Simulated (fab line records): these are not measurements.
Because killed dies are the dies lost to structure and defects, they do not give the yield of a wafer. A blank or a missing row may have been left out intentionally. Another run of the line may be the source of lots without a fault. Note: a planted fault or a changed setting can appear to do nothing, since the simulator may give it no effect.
fab line records + flow sky130
[record]
- lots = 12
- wafers = 36
- last-day = 50
route steps=708 shown LOCAL_INTERCONNECT@398 CONTACT@415
lots that met no fault: taken from a fault-free run of the same line
start-h: the number of hours between the record's first day and the start of the first shown wafer of the lot + wait-h: how many hours have passed since the lot's step before this one + " unchanged from the row above + L1.1+2: a single row standing in for several wafers + - no value, or no start was given + * or withheld: withheld + < > ~ a bound
route shown NAME@n: NAME is a module with steps in the file, n the number in the route of the first one + usual: the fault-free wafers' mean and standard deviation + same: alike in all rows + chamber/n: place in a boat + sites: readings site by site + _std_site: standard deviation of those values + _edge_site: mean of outer sites minus mean of inner sites + radius-mm: how far each site lies from the wafer's centre + mask NAME#n: copy n + behind: the last tool/chamber to shape the wafer + hold: what put the lot on hold/how long, in hours/how the hold closed + device: whichever transistor did not switch (one of n, p or np) + end of line: the tests these same wafers got at the end of their route + step lacking rows: just its recipe + killed: the dies lost at the first sort to structure and to defects; this is not the yield of the wafer + map: the dies of a wafer, with x for killed, . for not killed, _ for no die there
set.NAME: the setting as run; set.NAME@STEP: as run at that earlier step + model.NAME: the simulator's own value behind a step, which no gauge read
a sample of lots followed through the steps of the route, with each step as a table and each wafer as a row
services: a tool's chamber out of use, with start hour (start-h, from the record's first day; less than 0 if before it), hours out, and reason
[[steps]]
[step SKY_LOCAL_INTERCONNECT_CD_MEAS_11]
[recipe]
- target-cd-nm = 170
[usual]
- cd-nm = 169.9/1.3
| lot.wafer | tool      | chamber | start-h | wait-h | cd-nm |
|-----------|-----------|---------|---------|--------|-------|
| L857.1    | cd-sem-01 | -       | 709.86  | -      | 170.0 |
| L857.3    | "         | -       | "       | "      | 170.8 |
| L857.6    | "         | -       | "       | "      | 171.1 |
| L858.1    | cd-sem-02 | -       | 715.84  | -      | 169.6 |
| L858.4    | "         | -       | "       | "      | 168.5 |
| L858.5    | "         | -       | "       | "      | 170.1 |
| L859.1    | cd-sem-01 | -       | 726.01  | -      | 172.4 |
| L859.2    | "         | -       | "       | "      | 170.5 |
| L859.4    | "         | -       | "       | "      | 170.4 |
| L862.1    | cd-sem-01 | -       | 755.68  | -      | 170.4 |
| L862.4    | "         | -       | "       | "      | 171.0 |
| L862.6    | "         | -       | "       | "      | 171.7 |
| L866.1    | cd-sem-01 | -       | 776.88  | -      | 168.6 |
| L866.2    | "         | -       | "       | "      | 169.2 |
| L866.5    | "         | -       | "       | "      | 168.6 |
| L867.2    | cd-sem-01 | -       | 793.60  | -      | 171.2 |
| L867.4    | "         | -       | "       | "      | 171.4 |
| L867.6    | "         | -       | "       | "      | 171.8 |
| L875.1    | cd-sem-02 | -       | 854.91  | -      | 169.6 |
| L875.4    | "         | -       | "       | "      | 169.6 |
| L875.5    | "         | -       | "       | "      | 169.1 |
| L876.2    | cd-sem-02 | -       | 863.16  | -      | 171.5 |
| L876.3    | "         | -       | "       | "      | 170.3 |
| L876.5    | "         | -       | "       | "      | 171.1 |
| L877.1    | cd-sem-01 | -       | 873.63  | -      | 170.7 |
| L877.4    | "         | -       | "       | "      | 169.2 |
| L877.5    | "         | -       | "       | "      | 170.1 |
| L880.1    | cd-sem-01 | -       | 884.44  | -      | 168.4 |
| L880.4    | "         | -       | "       | "      | 169.6 |
| L880.5    | "         | -       | "       | "      | 168.8 |
| L878.2    | cd-sem-01 | -       | 885.83  | -      | 168.8 |
| L878.4    | "         | -       | "       | "      | 169.7 |
| L878.5    | "         | -       | "       | "      | 169.9 |
| L879.1    | cd-sem-01 | -       | 888.40  | -      | 168.6 |
| L879.2    | "         | -       | "       | "      | 169.1 |
| L879.3    | "         | -       | "       | "      | 169.9 |
[step SKY_LOCAL_INTERCONNECT_ETCH_13]
[recipe]
- chemistry = N2/H2
- target = BARC
- ion-energy-ev = 200
- bias-w = 100
- pressure-mtorr = 30
- n2-flow-sccm = 100
- h2-flow-sccm = 200
- icp-w = 500
- stop-on = SiO2
- time-s = 45.9
- target-depth-a = 600
[usual]
- drypump-motor-current-A = 5.3/0.5
- oes-product-au = 0.855/0.0055
- throttle-valve-pct = 13.225/0.0087
| lot.wafer | tool         | chamber | start-h | wait-h | drypump-motor-current-A | oes-product-au | rf-hours-counter-h | throttle-valve-pct |
|-----------|--------------|---------|---------|--------|-------------------------|----------------|--------------------|--------------------|
| L857.1    | rie-metal-01 | 0       | 710.01  | 0.0    | 6.3                     | 0.847          | 11                 | 13.229             |
| L857.3    | "            | 1       | "       | "      | 5.2                     | 0.853          | -                  | 13.230             |
| L857.6    | "            | 1       | "       | "      | 5.2                     | 0.859          | -                  | 13.228             |
| L858.1    | rie-metal-02 | 1       | 715.99  | 0.0    | 4.9                     | 0.854          | 13                 | 13.221             |
| L858.4    | "            | 0       | "       | "      | 5.1                     | 0.850          | -                  | 13.230             |
| L858.5    | "            | 0       | "       | "      | 5.1                     | 0.854          | -                  | 13.225             |
| L859.1    | rie-metal-01 | 1       | 726.16  | 0.0    | 5.2                     | 0.855          | 12                 | 13.217             |
| L859.2    | "            | 0       | "       | "      | 6.2                     | 0.860          | 11                 | 13.219             |
| L859.4    | "            | 0       | "       | "      | 6.2                     | 0.861          | -                  | 13.205             |
| L862.1    | rie-metal-02 | 1       | 755.83  | 0.0    | 4.9                     | 0.857          | 1                  | 13.228             |
| L862.4    | "            | 1       | "       | "      | 4.9                     | 0.846          | -                  | 13.243             |
| L862.6    | "            | 1       | "       | "      | 4.9                     | 0.843          | -                  | 13.236             |
| L866.1    | rie-metal-02 | 1       | 777.03  | 0.0    | 4.9                     | 0.846          | 2                  | 13.227             |
| L866.2    | "            | 0       | "       | "      | 5.1                     | 0.850          | 0                  | 13.229             |
| L866.5    | "            | 1       | "       | "      | 4.9                     | 0.844          | -                  | 13.219             |
| L867.2    | rie-metal-04 | 0       | 793.73  | 0.0    | 6.2                     | 0.854          | 1                  | 13.226             |
| L867.4    | "            | 1       | "       | "      | 4.9                     | 0.859          | -                  | 13.238             |
| L867.6    | "            | 0       | "       | "      | 6.2                     | 0.855          | -                  | 13.236             |
| L875.1    | rie-metal-02 | 1       | 855.06  | 0.0    | 4.9                     | 0.858          | 4                  | 13.223             |
| L875.4    | "            | 1       | "       | "      | 5.0                     | 0.848          | -                  | 13.227             |
| L875.5    | "            | 0       | "       | "      | 5.2                     | 0.852          | -                  | 13.219             |
| L876.2    | rie-metal-04 | 0       | 863.29  | 0.0    | 6.2                     | 0.853          | 4                  | 13.222             |
| L876.3    | "            | 1       | "       | "      | 4.9                     | 0.861          | -                  | 13.205             |
| L876.5    | "            | 1       | "       | "      | 4.9                     | 0.860          | -                  | 13.216             |
| L877.1    | rie-metal-02 | 0       | 873.78  | 0.0    | 5.1                     | 0.852          | 3                  | 13.230             |
| L877.4    | "            | 0       | "       | "      | 5.2                     | 0.849          | -                  | 13.220             |
| L877.5    | "            | 0       | "       | "      | 5.1                     | 0.852          | -                  | 13.223             |
| L880.1    | rie-metal-01 | 1       | 884.59  | 0.0    | 5.2                     | 0.854          | 17                 | 13.232             |
| L880.4    | "            | 0       | "       | "      | 6.3                     | 0.861          | -                  | 13.214             |
| L880.5    | "            | 1       | "       | "      | 5.2                     | 0.856          | -                  | 13.222             |
| L878.2    | rie-metal-04 | 1       | 885.96  | 0.0    | 4.9                     | 0.846          | 15                 | 13.244             |
| L878.4    | "            | 0       | "       | "      | 6.2                     | 0.862          | -                  | 13.235             |
| L878.5    | "            | 1       | "       | "      | 4.9                     | 0.855          | -                  | 13.227             |
| L879.1    | rie-metal-01 | 1       | 888.55  | 0.0    | 5.2                     | 0.861          | 18                 | 13.230             |
| L879.2    | "            | 0       | "       | "      | 6.3                     | 0.858          | 20                 | 13.229             |
| L879.3    | "            | 1       | "       | "      | 5.2                     | 0.858          | -                  | 13.213             |
[step SKY_CONTACT_COAT_09]
[recipe]
- resist = KrF-thick
- spin-rpm = 3000
- resist-thk-nm = 450
| lot.wafer  | tool           | chamber | start-h | wait-h |
|------------|----------------|---------|---------|--------|
| L857.1+3+6 | litho-track-01 | 0       | 725     | -      |
| L858.1+4+5 | litho-track-01 | 0       | 730     | -      |
| L859.1+2+4 | litho-track-04 | 0       | 741     | -      |
| L862.1+4+6 | litho-track-01 | 0       | 770     | -      |
| L866.1+2+5 | litho-track-01 | 0       | 791     | -      |
| L867.2+4+6 | litho-track-01 | 0       | 808     | -      |
| L875.1+4+5 | litho-track-03 | 0       | 869     | -      |
| L876.2+3+5 | litho-track-03 | 0       | 877     | -      |
| L877.1+4+5 | litho-track-01 | 0       | 888     | -      |
| L880.1+4+5 | litho-track-04 | 0       | 898     | -      |
| L878.2+4+5 | litho-track-04 | 0       | 899     | -      |
| L879.1+2+3 | litho-track-01 | 0       | 902     | -      |
[step SKY_CONTACT_STRIP_19]
[recipe]
- chemistry = O2/N2
- power-w = 1400
- pressure-mtorr = 1500
- platen-temp-c = withheld
- o2-flow-sccm = 3000
- n2-flow-sccm = 300
- overash-fraction = 0.5
[usual]
- drypump-motor-current-A = 5.7/0.51
- oes-product-au = 0.381/0.0043
- strip-time-to-endpoint-s = 3.632/0.029
| lot.wafer | tool            | chamber | start-h | wait-h | drypump-motor-current-A | oes-product-au | rf-hours-counter-h | strip-time-to-endpoint-s |
|-----------|-----------------|---------|---------|--------|-------------------------|----------------|--------------------|--------------------------|
| L857.1    | plasma-asher-04 | 0       | 740.19  | -      | 6.6                     | 0.380          | 62                 | 3.599                    |
| L857.3    | "               | 0       | "       | "      | 6.6                     | 0.382          | -                  | 3.654                    |
| L857.6    | "               | 0       | "       | "      | 6.6                     | 0.382          | -                  | 3.671                    |
| L858.1    | plasma-asher-03 | 0       | 745.39  | -      | 5.3                     | 0.379          | 0                  | 3.689                    |
| L858.4    | "               | 1       | "       | "      | 5.2                     | 0.380          | -                  | 3.654                    |
| L858.5    | "               | 1       | "       | "      | 5.2                     | 0.378          | -                  | 3.696                    |
| L859.1    | plasma-asher-04 | 0       | 755.49  | -      | 6.6                     | 0.369          | 64                 | 3.624                    |
| L859.2    | "               | 1       | "       | "      | 5.5                     | 0.379          | 64                 | 3.650                    |
| L859.4    | "               | 1       | "       | "      | 5.5                     | 0.374          | -                  | 3.610                    |
| L862.1    | plasma-asher-03 | 1       | 784.74  | -      | 5.3                     | 0.383          | 4                  | 3.626                    |
| L862.4    | "               | 0       | "       | "      | 5.3                     | 0.384          | -                  | 3.617                    |
| L862.6    | "               | 0       | "       | "      | 5.3                     | 0.380          | -                  | 3.652                    |
| L866.1    | plasma-asher-01 | 1       | 805.04  | -      | 5.7                     | 0.389          | 37                 | 3.729                    |
| L866.2    | "               | 0       | "       | "      | 6.1                     | 0.380          | 37                 | 3.759                    |
| L866.5    | "               | 0       | "       | "      | 6.1                     | 0.392          | -                  | 3.807                    |
| L867.2    | plasma-asher-04 | 1       | 822.14  | -      | 5.4                     | 0.386          | 70                 | 3.728                    |
| L867.4    | "               | 1       | "       | "      | 5.4                     | 0.389          | -                  | 3.762                    |
| L867.6    | "               | 1       | "       | "      | 5.5                     | 0.391          | -                  | 3.774                    |
| L875.1    | plasma-asher-04 | 0       | 883.32  | -      | 6.6                     | 0.381          | 77                 | 3.616                    |
| L875.4    | "               | 0       | "       | "      | 6.6                     | 0.383          | -                  | 3.620                    |
| L875.5    | "               | 1       | "       | "      | 5.5                     | 0.387          | -                  | 3.660                    |
| L876.2    | plasma-asher-03 | 0       | 891.24  | -      | 5.3                     | 0.385          | 14                 | 3.645                    |
| L876.3    | "               | 1       | "       | "      | 5.2                     | 0.382          | -                  | 3.596                    |
| L876.5    | "               | 1       | "       | "      | 5.2                     | 0.382          | -                  | 3.644                    |
| L877.1    | plasma-asher-03 | 1       | 901.70  | -      | 5.2                     | 0.380          | 15                 | 3.632                    |
| L877.4    | "               | 0       | "       | "      | 5.3                     | 0.379          | -                  | 3.579                    |
| L877.5    | "               | 1       | "       | "      | 5.2                     | 0.389          | -                  | 3.669                    |
| L880.1    | plasma-asher-01 | 0       | 911.89  | -      | 6.1                     | 0.384          | 48                 | 3.631                    |
| L880.4    | "               | 1       | "       | "      | 5.7                     | 0.383          | -                  | 3.628                    |
| L880.5    | "               | 0       | "       | "      | 6.1                     | 0.383          | -                  | 3.656                    |
| L878.2    | plasma-asher-03 | 1       | 912.92  | -      | 5.3                     | 0.378          | 17                 | 3.662                    |
| L878.4    | "               | 0       | "       | "      | 5.3                     | 0.386          | -                  | 3.641                    |
| L878.5    | "               | 1       | "       | "      | 5.2                     | 0.383          | -                  | 3.629                    |
| L879.1    | plasma-asher-01 | 1       | 915.15  | -      | 5.7                     | 0.376          | 48                 | 3.586                    |
| L879.2    | "               | 0       | "       | "      | 6.1                     | 0.381          | 48                 | 3.666                    |
| L879.3    | "               | 0       | "       | "      | 6.1                     | 0.377          | -                  | 3.630                    |
[step SKY_CONTACT_RS_MEAS_25]
[recipe]
- thk-meas-gauge = four-point-probe
- reads = W_of_CONTACT_CVD_24+TiN_of_CONTACT_SPUTTER_23
[usual]
- CONTACT_W_RS = 0.339/0.0051
| lot.wafer | tool          | chamber | start-h | wait-h | CONTACT_W_RS[ohm/sq] |
|-----------|---------------|---------|---------|--------|----------------------|
| L857.1    | film-metro-01 | -       | 740.97  | 0.1    | 0.336                |
| L857.3    | "             | -       | "       | "      | 0.333                |
| L857.6    | "             | -       | "       | "      | 0.328                |
| L858.1    | film-metro-01 | -       | 746.17  | 0.1    | 0.337                |
| L858.4    | "             | -       | "       | "      | 0.339                |
| L858.5    | "             | -       | "       | "      | 0.336                |
| L859.1    | film-metro-04 | -       | 756.26  | 0.1    | 0.342                |
| L859.2    | "             | -       | "       | "      | 0.329                |
| L859.4    | "             | -       | "       | "      | 0.338                |
| L862.1    | film-metro-02 | -       | 785.54  | 0.1    | 0.346                |
| L862.4    | "             | -       | "       | "      | 0.345                |
| L862.6    | "             | -       | "       | "      | 0.346                |
| L866.1    | film-metro-04 | -       | 805.80  | 0.1    | 0.338                |
| L866.2    | "             | -       | "       | "      | 0.344                |
| L866.5    | "             | -       | "       | "      | 0.341                |
| L867.2    | film-metro-04 | -       | 824.18  | 0.1    | 0.338                |
| L867.4    | "             | -       | "       | "      | 0.340                |
| L867.6    | "             | -       | "       | "      | 0.329                |
| L875.1    | film-metro-02 | -       | 884.08  | 0.1    | 0.337                |
| L875.4    | "             | -       | "       | "      | 0.337                |
| L875.5    | "             | -       | "       | "      | 0.342                |
| L876.2    | film-metro-02 | -       | 892.02  | 0.1    | 0.340                |
| L876.3    | "             | -       | "       | "      | 0.337                |
| L876.5    | "             | -       | "       | "      | 0.340                |
| L877.1    | film-metro-02 | -       | 902.58  | 0.2    | 0.342                |
| L877.4    | "             | -       | "       | "      | 0.341                |
| L877.5    | "             | -       | "       | "      | 0.340                |
| L880.1    | film-metro-01 | -       | 912.68  | 0.1    | 0.342                |
| L880.4    | "             | -       | "       | "      | 0.339                |
| L880.5    | "             | -       | "       | "      | 0.343                |
| L878.2    | film-metro-04 | -       | 913.70  | 0.1    | 0.339                |
| L878.4    | "             | -       | "       | "      | 0.341                |
| L878.5    | "             | -       | "       | "      | 0.341                |
| L879.1    | film-metro-01 | -       | 915.91  | 0.1    | 0.340                |
| L879.2    | "             | -       | "       | "      | 0.338                |
| L879.3    | "             | -       | "       | "      | 0.339                |
[[services]]
| tool            | chamber | start-h | hours | kind           |
|-----------------|---------|---------|-------|----------------|
| rie-metal-01    | 0       | 690.18  | 10.4  | repair         |
| rie-metal-04    | -       | 700.78  | 4.3   | pm             |
| plasma-asher-03 | -       | 717.84  | 0.6   | repair         |
| rie-metal-02    | 1       | 724.00  | -     | clean          |
| rie-metal-02    | 1       | 724.00  | 13.4  | scheduled-down |
| rie-metal-02    | 1       | 724.00  | 13.4  | vent-cycle     |
| plasma-asher-03 | -       | 733.75  | 9.0   | pm             |
| plasma-asher-03 | 0       | 733.75  | 9.0   | vent-cycle     |
| plasma-asher-03 | 1       | 733.75  | 9.0   | vent-cycle     |
| plasma-asher-03 | 0       | 742.75  | -     | clean          |
| plasma-asher-03 | 1       | 742.75  | -     | clean          |
| rie-metal-04    | -       | 745.14  | 1.1   | repair         |
| plasma-asher-03 | -       | 745.64  | 1.0   | repair         |
| rie-metal-02    | 0       | 748.08  | -     | clean          |
| rie-metal-02    | 0       | 748.08  | 20.3  | scheduled-down |
| rie-metal-02    | 0       | 748.08  | 20.3  | vent-cycle     |
| rie-metal-01    | 1       | 769.55  | 39.6  | repair         |
| plasma-asher-04 | -       | 778.82  | 2.6   | repair         |
| plasma-asher-03 | -       | 823.44  | 1.9   | repair         |
| plasma-asher-01 | -       | 885.40  | 2.9   | repair         |
| rie-metal-01    | -       | 888.85  | 2.8   | pm             |
| plasma-asher-04 | -       | 905.75  | 9.4   | repair         |
| rie-metal-01    | 0       | 906.28  | -     | clean          |
| rie-metal-01    | 0       | 906.28  | 15.8  | scheduled-down |
[[key]]
[first-sign]
- step = SKY_CONTACT_STRIP_19
- reading = strip-time-to-endpoint-s
- direction = up
- sigmas = 4.3
- usual = *
- struck = *
effect none on later readings
met-at SKY_CONTACT_COAT_09
struck-lots L866,L867
tester-left-out L866,L867
not-acting-at SKY_LOCAL_INTERCONNECT_CD_MEAS_11,SKY_LOCAL_INTERCONNECT_ETCH_13,SKY_CONTACT_RS_MEAS_25
onset-between 770 791
[fault]
- kind = process-parameter-drift
- tool = litho-track-01
- chamber = -
- onset-h = 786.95
- steps = SKY_CONTACT_COAT_09
- channel = resist-thk-nm
- offset = 10.099
- shape = step
- end-h = 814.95
- acts-in = these-recipes-only
- stated = 450
// tester-left-out: of these lots the tester's yield and bins aren't shown, on N5 and GAA mostly nor the transistor test; their killed dies are dies lost to structure and defects alone, not to doping, threshold or leakage, so they don't give the yield
